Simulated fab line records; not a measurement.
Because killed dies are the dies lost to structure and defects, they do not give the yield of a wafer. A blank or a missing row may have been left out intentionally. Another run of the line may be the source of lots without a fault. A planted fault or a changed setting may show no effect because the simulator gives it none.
fab line records    flow gf180mcu
record: lots: 5  wafers: 15  last_day: 34
route steps=602 shown M2@378 V2@382
lots with no fault: from the same line, run without faults
start_h: the number of hours between the record's first day and the start of the first shown wafer of the lot    wait_h: hours since the lot's step before    " identical to the entry in the row above    L1.1+2: a single row standing in for several wafers    - value missing, or start not given    * or withheld: withheld    < > ~ a bound
route shown NAME@n: NAME is a module with steps in the file, n the number in the route of the first one    usual: the fault-free wafers' mean and standard deviation    same: alike in all rows    chamber/n: place in a boat    sites: per-site readings    _std_site: their standard deviation    _edge_site: mean of outer sites minus mean of inner sites    radius_mm: how far each site lies from the wafer's centre    mask NAME#n: copy n    behind: the tool/chamber that last shaped the wafer    hold: what put the lot on hold/how long, in hours/how the hold closed    device: names the non-switching transistor (n, p or np)    end of line: tests of these same wafers at the route's end    where a step has no rows: the recipe by itself    killed: dies lost to structure and defects at the first sort, not the wafer's yield    map: shows each die of a wafer: x if killed, . if not, _ if none is there
set.NAME: the setting the step ran with; set.NAME@STEP: the setting that earlier step ran with    model.NAME: the simulator's own value behind a step, which no gauge read
lots seen at some steps along the route; tables by step, rows by wafer
services: the hour from which a tool's chamber was out of use, counted from the record's first day as start_h (under 0 if before that day), plus the number of hours and why
== steps ==
step: GF_M2_METAL_ETCH_16
recipe: chemistry: Cl2/BCl3  mask_material: KrF  target_depth_nm: 750.8  stop_on: SiO2  pressure_mtorr: 8  icp_w: 800  bias_w: 140  Cl2_flow_sccm: 80  bcl3_flow_sccm: 40  time_s: 125.1
usual: bias_w: 140.0/0.42  drypump_motor_current_A: 6.0/0.51  oes_product_au: 0.990/0.0058  throttle_valve_pct: 28.229/0.0099
lot.wafer  tool          chamber  start_h  wait_h  bias_w  drypump_motor_current_A  oes_product_au  rf_hours_counter_h  throttle_valve_pct
L075.1     rie_metal-03  1        453.46   0.0     139.8   5.5                      0.979           10                  28.237
L075.5     "             0        "        "       140.0   6.5                      0.986           -                   28.231
L075.6     "             1        "        "       139.6   5.5                      0.988           -                   28.226
L088.2     rie_metal-02  1        562.24   0.0     140.0   5.2                      0.983           9                   28.234
L088.3     "             1        "        "       139.3   5.3                      0.977           -                   28.228
L088.5     "             0        "        "       139.6   6.3                      0.995           -                   28.235
L089.1     rie_metal-02  1        573.58   0.0     139.8   5.3                      0.984           9                   28.231
L089.5     "             0        "        "       140.7   6.3                      0.998           -                   28.219
L089.6     "             1        "        "       139.5   5.3                      0.986           -                   28.217
L092.2     rie_metal-03  0        591.68   0.1     140.2   6.6                      0.988           -                   28.216
L092.5     "             0        "        "       139.9   6.6                      0.990           -                   28.218
L092.6     "             0        "        "       140.1   6.6                      0.992           -                   28.227
L096.2     rie_metal-01  0        629.83   0.0     140.5   6.0                      0.994           16                  28.240
L096.3     "             0        "        "       140.0   6.0                      0.983           -                   28.233
L096.5     "             1        "        "       139.5   6.5                      1.001           -                   28.237
step: GF_M2_STRIP_17
recipe: chemistry: O2/N2  power_w: 1400  pressure_mtorr: 1500  platen_temp_c: 250  o2_flow_sccm: 3000  n2_flow_sccm: 300  overash_fraction: 0.5
usual: drypump_motor_current_A: 5.7/0.37  heater_power_w: 333/35  oes_product_au: 0.538/0.0049  strip_time_to_endpoint_s: 7.38/0.049
lot.wafer  tool             chamber  start_h  wait_h  drypump_motor_current_A  heater_power_w  oes_product_au  rf_hours_counter_h  strip_time_to_endpoint_s
L075.1     plasma_asher-02  1        453.59   0.1     5.5                      385             0.537           70                  7.47
L075.5     "                0        "        "       5.7                      319             0.543           -                   7.44
L075.6     "                1        "        "       5.5                      386             0.537           -                   7.44
L088.2     plasma_asher-01  0        562.37   0.1     6.5                      366             0.534           14                  7.41
L088.3     "                0        "        "       6.5                      358             0.541           -                   7.47
L088.5     "                1        "        "       5.8                      319             0.537           -                   7.40
L089.1     plasma_asher-02  0        573.71   0.1     5.7                      317             0.542           83                  7.47
L089.5     "                0        "        "       5.7                      335             0.546           -                   7.40
L089.6     "                1        "        "       5.4                      374             0.539           -                   7.47
L092.2     plasma_asher-04  0        591.90   0.2     5.2                      329             0.538           100                 7.31
L092.5     "                0        "        "       5.2                      322             0.528           -                   7.35
L092.6     "                1        "        "       5.8                      287             0.537           -                   7.32
L096.2     plasma_asher-01  1        629.96   0.1     5.8                      317             0.535           21                  7.40
L096.3     "                0        "        "       6.6                      364             0.539           -                   7.43
L096.5     "                1        "        "       5.8                      311             0.545           -                   7.37
step: GF_M2_STRIP_18
recipe: chemistry: post_etch_residue_remover  time_s: 1200  temp_c: 72.5
lot.wafer   tool          chamber  start_h  wait_h
L075.1+5+6  wet_bench-02  0        453.69   0.1
L088.2+3+5  wet_bench-01  1        562.47   0.1
L089.1+5+6  wet_bench-04  3        573.81   0.1
L092.2+5+6  wet_bench-01  1        592.00   0.1
L096.2+3+5  wet_bench-01  1        630.06   0.1
step: GF_M2_CLEAN_19
recipe: chemistry: DIW  dry: n2_spin
lot.wafer   tool          chamber  start_h  wait_h
L075.1+5+6  wet_bench-04  1        454.03   0.0
L088.2+3+5  wet_bench-02  1        562.81   0.0
L089.1+5+6  wet_bench-02  0        574.15   0.0
L092.2+5+6  wet_bench-04  2        592.34   0.0
L096.2+3+5  wet_bench-04  2        630.40   0.0
step: GF_V2_CVD_00
recipe: material: SiO2  target_thk_nm: 600  sigma_open_frac: 0.3  temp_c: 400  time_s: 100  sih4_flow_sccm: 60  pressure_mtorr: 6
lot.wafer   tool       chamber  start_h  wait_h
L075.1+5+6  hdpcvd-02  2,1,0    454.12   0.0
L088.2+3+5  hdpcvd-02  0,1,2    562.90   0.0
L089.1+5+6  hdpcvd-02  2,0,2    574.24   0.0
L092.2+5+6  hdpcvd-01  1,0,2    592.43   0.0
L096.2+3+5  hdpcvd-01  1,2,0    630.49   0.0
step: GF_V2_THK_MEAS_01
recipe: reads: SiO2_of_V2_CVD_00
usual: V2_CVD_00_THK: 600/6.2
lot.wafer  tool           chamber  start_h  wait_h  V2_CVD_00_THK[nm]
L075.1     film_metro-04  -        454.19   0.0     598
L075.5     "              -        "        "       603
L075.6     "              -        "        "       603
L088.2     film_metro-02  -        562.98   0.0     610
L088.3     "              -        "        "       608
L088.5     "              -        "        "       601
L089.1     film_metro-03  -        574.32   0.0     594
L089.5     "              -        "        "       605
L089.6     "              -        "        "       594
L092.2     film_metro-04  -        592.51   0.0     592
L092.5     "              -        "        "       594
L092.6     "              -        "        "       596
L096.2     film_metro-02  -        630.58   0.0     593
L096.3     "              -        "        "       591
L096.5     "              -        "        "       596
step: GF_V2_CVD_02
recipe: material: SiO2  target_thk_nm: 850  precursor: TEOS  temp_c: 400  time_s: 94.851  rf_w: 600
usual: heater_power_outer_w: 382/89  heater_power_w: 634/110
lot.wafer  tool      chamber  start_h  wait_h  heater_power_outer_w  heater_power_w
L075.1     pecvd-02  1        454.25   0.1     300                   559
L075.5     "         2        "        "       333                   508
L075.6     "         1        "        "       347                   611
L088.2     pecvd-04  1        563.03   0.0     324                   614
L088.3     "         2        "        "       423                   638
L088.5     "         1        "        "       360                   639
L089.1     pecvd-01  0        574.38   0.1     403                   682
L089.5     "         0        "        "       306                   566
L089.6     "         1        "        "       376                   641
L092.2     pecvd-04  2        592.56   0.0     416                   639
L092.5     "         0        "        "       412                   703
L092.6     "         2        "        "       321                   518
L096.2     pecvd-01  1        630.63   0.0     347                   633
L096.3     "         2        "        "       543                   766
L096.5     "         0        "        "       333                   612
step: GF_V2_THK_MEAS_03
recipe: reads: SiO2_of_V2_CVD_02
usual: V2_CVD_02_THK: 852/10
lot.wafer  tool           chamber  start_h  wait_h  V2_CVD_02_THK[nm]
L075.1     film_metro-03  -        454.32   0.0     851
L075.5     "              -        "        "       852
L075.6     "              -        "        "       853
L088.2     film_metro-03  -        563.11   0.0     848
L088.3     "              -        "        "       839
L088.5     "              -        "        "       862
L089.1     film_metro-04  -        574.45   0.0     841
L089.5     "              -        "        "       854
L089.6     "              -        "        "       852
L092.2     film_metro-02  -        592.64   0.0     845
L092.5     "              -        "        "       864
L092.6     "              -        "        "       848
L096.2     film_metro-04  -        630.71   0.0     843
L096.3     "              -        "        "       842
L096.5     "              -        "        "       859
step: GF_V2_CMP_04
recipe: material: SiO2  down_force_psi: 4  platen_rpm: 60  pad_velocity_m_s: 0.94248
usual: motor_current_A: 11.7/1.1  slurry_filter_dp_kPa: 13.50/0.15  time_to_endpoint_s: 81/5.1
lot.wafer  tool    chamber  start_h  wait_h  motor_current_A  slurry_filter_dp_kPa  time_to_endpoint_s
L075.1     cmp-01  0        454.57   0.2     10.7             13.61                 87
L075.5     "       0        "        "       11.3             13.50                 91
L075.6     "       1        "        "       11.6             13.56                 85
L088.3     cmp-02  0        563.16   0.0     11.7             13.40                 77
L088.2     "       1        "        "       12.1             13.62                 79
L088.5     "       0        "        "       12.0             13.64                 84
L089.1     cmp-02  2        574.69   0.2     14.7             13.45                 81
L089.6     "       1        "        "       11.9             13.81                 83
L089.5     "       2        "        "       14.4             13.52                 83
L092.2     cmp-01  3        592.88   0.2     9.8              13.65                 73
L092.6     "       1        "        "       11.3             13.53                 78
L092.5     "       2        "        "       11.0             13.52                 89
L096.3     cmp-02  2        630.86   0.1     14.2             13.49                 75
L096.2     "       3        "        "       11.8             13.45                 75
L096.5     "       1        "        "       12.4             13.77                 85
step: GF_V2_BOW_MEAS_05
recipe: mode: bow
usual: V2_BOW: 99/7.6
lot.wafer  tool           chamber  start_h  wait_h  V2_BOW[um]
L075.1     film_metro-04  -        454.87   0.2     104
L075.5     "              -        "        "       86
L075.6     "              -        "        "       111
L088.2     film_metro-04  -        563.48   0.2     97
L088.3     "              -        "        "       93
L088.5     "              -        "        "       108
L089.1     film_metro-04  -        574.94   0.2     106
L089.5     "              -        "        "       92
L089.6     "              -        "        "       88
L092.2     film_metro-04  -        593.10   0.2     97
L092.5     "              -        "        "       105
L092.6     "              -        "        "       100
L096.2     film_metro-03  -        631.08   0.1     92
L096.3     "              -        "        "       97
L096.5     "              -        "        "       96
step: GF_V2_DEHYDRATE_06
recipe: temp_c: 200  time_s: 60
usual: chill_plate_temp_C: 23.00/0.11
lot.wafer  tool            chamber  start_h  wait_h  chill_plate_temp_C
L075.1     litho_track-02  0        466.78   11.9    23.14
L075.5     "               0        "        "       23.04
L075.6     "               0        "        "       22.96
L088.2     litho_track-01  0        574.12   10.6    22.92
L088.3     "               0        "        "       22.82
L088.5     "               0        "        "       22.85
L089.1     litho_track-03  0        585.48   10.5    23.01
L089.5     "               0        "        "       23.22
L089.6     "               0        "        "       23.09
L092.2     litho_track-03  0        603.31   10.2    22.76
L092.5     "               0        "        "       22.98
L092.6     "               0        "        "       22.87
L096.2     litho_track-02  0        640.70   9.6     22.84
L096.3     "               0        "        "       22.87
L096.5     "               0        "        "       22.87
step: GF_V2_HMDS_07
recipe: prime_time_s: 60  prime_temp_c: 120
usual: chill_plate_temp_C: 22.97/0.12
lot.wafer  tool            chamber  start_h  wait_h  chill_plate_temp_C
L075.1     litho_track-02  0        466.93   0.1     23.06
L075.5     "               0        "        "       23.11
L075.6     "               0        "        "       23.02
L088.2     litho_track-01  0        574.27   0.1     23.02
L088.3     "               0        "        "       22.92
L088.5     "               0        "        "       23.01
L089.1     litho_track-03  0        585.63   0.1     22.78
L089.5     "               0        "        "       22.90
L089.6     "               0        "        "       22.98
L092.2     litho_track-03  0        603.46   0.1     22.76
L092.5     "               0        "        "       22.99
L092.6     "               0        "        "       22.89
L096.2     litho_track-02  0        640.85   0.1     22.85
L096.3     "               0        "        "       22.89
L096.5     "               0        "        "       22.93
step: GF_V2_COAT_08
recipe: resist: BARC  temp_c: withheld  time_s: withheld  spin_rpm: withheld  resist_thk_nm: withheld
usual: chill_plate_temp_C: *
lot.wafer  tool            chamber  start_h  wait_h  chill_plate_temp_C
L075.1     litho_track-02  0        467.08   0.1     *
L075.5     "               0        "        "       *
L075.6     "               0        "        "       *
L088.2     litho_track-01  0        574.42   0.1     *
L088.3     "               0        "        "       *
L088.5     "               0        "        "       *
L089.1     litho_track-03  0        585.78   0.1     *
L089.5     "               0        "        "       *
L089.6     "               0        "        "       *
L092.2     litho_track-03  0        603.61   0.1     *
L092.5     "               0        "        "       *
L092.6     "               0        "        "       *
L096.2     litho_track-02  0        641.00   0.1     *
L096.3     "               0        "        "       *
L096.5     "               0        "        "       *
step: GF_V2_COAT_09
recipe: resist: KrF  spin_rpm: withheld  resist_thk_nm: 1000
usual: chill_plate_temp_C: 22.97/0.11
lot.wafer  tool            chamber  start_h  wait_h  chill_plate_temp_C
L075.1     litho_track-02  0        -        -       22.82
L075.5     "               0        "        "       22.94
L075.6     "               0        "        "       22.85
L088.2     litho_track-01  0        -        -       23.05
L088.3     "               0        "        "       23.07
L088.5     "               0        "        "       22.90
L089.1     litho_track-03  0        -        -       23.09
L089.5     "               0        "        "       23.07
L089.6     "               0        "        "       23.02
L092.2     litho_track-03  0        -        -       23.00
L092.5     "               0        "        "       22.93
L092.6     "               0        "        "       22.95
L096.2     litho_track-02  0        -        -       23.20
L096.3     "               0        "        "       23.00
L096.5     "               0        "        "       23.06
step: GF_V2_SOFTBAKE_10
recipe: temp_c: 130  time_s: 60  resist: KrF
usual: chill_plate_temp_C: 23.01/0.11
lot.wafer  tool            chamber  start_h  wait_h  chill_plate_temp_C
L075.1     litho_track-02  0        -        -       22.98
L075.5     "               0        "        "       23.10
L075.6     "               0        "        "       23.01
L088.2     litho_track-01  0        -        -       22.79
L088.3     "               0        "        "       22.93
L088.5     "               0        "        "       22.87
L089.1     litho_track-03  0        -        -       23.10
L089.5     "               0        "        "       23.11
L089.6     "               0        "        "       22.96
L092.2     litho_track-03  0        -        -       23.28
L092.5     "               0        "        "       23.14
L092.6     "               0        "        "       23.07
L096.2     litho_track-02  0        -        -       23.08
L096.3     "               0        "        "       23.23
L096.5     "               0        "        "       23.02
step: GF_V2_EXPOSE_11
recipe: mask_id: Via2  target_cd_nm: 260  na: 0.68  source_shape: conventional  sigma_outer: 0.6  dose_mj: 38
lot.wafer   tool            chamber  start_h  wait_h  mask
L075.1+5+6  krf_scanner-01  0        -        -       Via2#0
L088.2+3+5  krf_scanner-02  0        -        -       Via2#0
L089.1+5+6  krf_scanner-01  0        -        -       Via2#0
L092.2+5+6  krf_scanner-01  0        -        -       Via2#0
L096.2+3+5  krf_scanner-02  0        -        -       Via2#0
step: GF_V2_PEB_12
recipe: peb_temp_c: 135  peb_time_s: 90  resist: KrF
usual: chill_plate_temp_C: 22.99/0.11
lot.wafer  tool            chamber  start_h  wait_h  chill_plate_temp_C
L075.1     litho_track-03  0        -        -       23.06
L075.5     "               0        "        "       22.86
L075.6     "               0        "        "       23.27
L088.2     litho_track-03  0        -        -       22.97
L088.3     "               0        "        "       22.88
L088.5     "               0        "        "       22.81
L089.1     litho_track-01  0        -        -       22.77
L089.5     "               0        "        "       23.02
L089.6     "               0        "        "       22.90
L092.2     litho_track-01  0        -        -       23.01
L092.5     "               0        "        "       22.84
L092.6     "               0        "        "       22.88
L096.2     litho_track-02  0        -        -       22.98
L096.3     "               0        "        "       22.91
L096.5     "               0        "        "       23.03
step: GF_V2_DEVELOP_13
recipe: develop_time_s: 60  resist: KrF  dev_temp_c: 21
usual: chill_plate_temp_C: 23.01/0.11
same: develop_time_s: 60
lot.wafer  tool            chamber  start_h  wait_h  chill_plate_temp_C
L075.1     litho_track-03  0        479.83   0.2     22.99
L075.5     "               0        "        "       23.19
L075.6     "               0        "        "       23.03
L088.2     litho_track-03  0        585.36   0.2     23.00
L088.3     "               0        "        "       23.05
L088.5     "               0        "        "       23.03
L089.1     litho_track-01  0        597.00   0.2     23.03
L089.5     "               0        "        "       22.99
L089.6     "               0        "        "       23.02
L092.2     litho_track-01  0        614.32   0.2     22.99
L092.5     "               0        "        "       22.91
L092.6     "               0        "        "       22.97
L096.2     litho_track-02  0        651.20   0.2     22.97
L096.3     "               0        "        "       22.95
L096.5     "               0        "        "       23.09
== services ==
tool             chamber  start_h  hours  kind
cmp-02           -        443.55   5.8    pm
hdpcvd-02        -        446.77   2.4    repair
cmp-01           -        460.01   7.6    pm
rie_metal-03     -        460.63   2.8    pm
krf_scanner-02   -        468.16   1.0    pm
cmp-01           -        472.18   5.2    repair
pecvd-04         -        485.23   6.0    pm
krf_scanner-02   -        490.16   1.3    pm
krf_scanner-01   -        491.64   0.8    pm
cmp-02           -        497.91   3.0    repair
krf_scanner-01   -        503.37   1.0    pm
cmp-01           -        504.32   4.2    repair
plasma_asher-01  -        511.69   2.8    pm
rie_metal-02     -        529.21   0.9    repair
krf_scanner-02   -        532.25   0.8    pm
krf_scanner-02   -        534.83   0.4    repair
hdpcvd-02        -        539.25   15.0   pm
wet_bench-04     -        539.68   2.4    repair
krf_scanner-01   -        555.75   1.3    pm
hdpcvd-02        1        563.57   7.1    repair
cmp-02           -        575.66   11.2   repair
cmp-02           -        586.88   19.9   pm
krf_scanner-01   -        594.04   1.3    repair
krf_scanner-01   -        628.00   1.2    repair
== key ==
fault none
